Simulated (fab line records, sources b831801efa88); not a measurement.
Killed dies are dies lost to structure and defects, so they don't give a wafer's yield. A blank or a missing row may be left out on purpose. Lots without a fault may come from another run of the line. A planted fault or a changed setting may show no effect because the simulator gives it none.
Problem report in the 8D (eight disciplines) form, filled by code | flow sky130 | the parts of the form that need people (team, actions taken, sign-off) are left out

1. THE PROBLEM
end_station_pressure_torr at SKY_POLY_GATE_IMPLANT_02 reads a mean of 4.65e-05 Torr on 6 wafers of 2 lots; wafers without a fault read 1.11e-05 Torr with a standard deviation of 9.3e-07. That is +38 standard deviations from the usual mean.
First seen on wafer L633.3, day 20 17:08, on implanter-02. The record holds 36 wafers of 12 lots with a number at this step. Rule for "out", or "out of limits": more than 4 standard deviations from the usual mean. The other wafers with a number count as sound.

2. WHAT IT IS AND WHAT IT IS NOT
question                    | is                        | is not
which readings at this step | end_station_pressure_torr | -
which lots                  | L633, L635                | L621, L622, L623, L624, L625, L636, L637, L639, L640, L641
which wafers of those lots  | all that have a number    | -
read on which tools         | implanter-02              | implanter-01, implanter-03
when                        | from day 20 17:08         | up to then (15 sound wafers); but 15 sound wafers of L636, L637, L639, L640, L641 came after

3. SUSPECTS, AND WHAT RULES EACH OUT
Counting: a tool at a process step up to the reading stays a suspect if it ran every lot that is out and no sound lot after the first of them.
- implanter-02 at SKY_POLY_GATE_IMPLANT_02: kept. It ran every lot that is out, first L633 (day 20 17:08), and no sound lot after that; its last sound lot up to then is L625 (day 17 21:08). Its own readings are out on those wafers: end_station_pressure_torr.
Left after counting: implanter-02 at SKY_POLY_GATE_IMPLANT_02.

4. THE CAUSE (what the simulator had put in)
Process parameter drift: implanter-02, from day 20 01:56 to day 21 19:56, at SKY_POLY_GATE_IMPLANT_02. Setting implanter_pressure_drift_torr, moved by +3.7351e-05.
Process parameter drift: implanter-02, from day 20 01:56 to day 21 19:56, at SKY_POLY_GATE_IMPLANT_02. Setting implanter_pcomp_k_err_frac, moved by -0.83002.
Counting left only this tool.

5. THE CHAIN OF EFFECTS, in route order
Each row: a reading whose mean over the struck wafers that have a number lies more than 3 standard deviations from the usual. Only readings for which the record gives a usual standard deviation are gone through. hours: the time from each lot's start at the first step in this table that gives one to its start at this step, as a median over the lots. sigmas: the change in usual standard deviations.
hours | step                     | reading                   | usual         | on struck wafers | change    | sigmas
0     | SKY_POLY_GATE_IMPLANT_02 | end_station_pressure_torr | 1.11e-05 Torr | 4.65e-05         | +3.54e-05 | +38
0     | SKY_RES_PROTECT_STRIP_07 | strip_time_to_endpoint_s  | 23.29 s       | 23.78            | +0.49     | +9.6
The process steps in it:
- SKY_POLY_GATE_IMPLANT_02
- SKY_RES_PROTECT_STRIP_07: strips in O2/N2.
Later measuring or inspecting steps at which every struck wafer that the step has a row for has a number for every such reading, and none has moved that far: SKY_LI_CONTACT_BOW_MEAS_03.

6. WHAT WOULD HAVE CAUGHT IT SOONER
In this record the first reading out of limits was taken at day 20 17:08, 15 hours after the fault began at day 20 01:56.
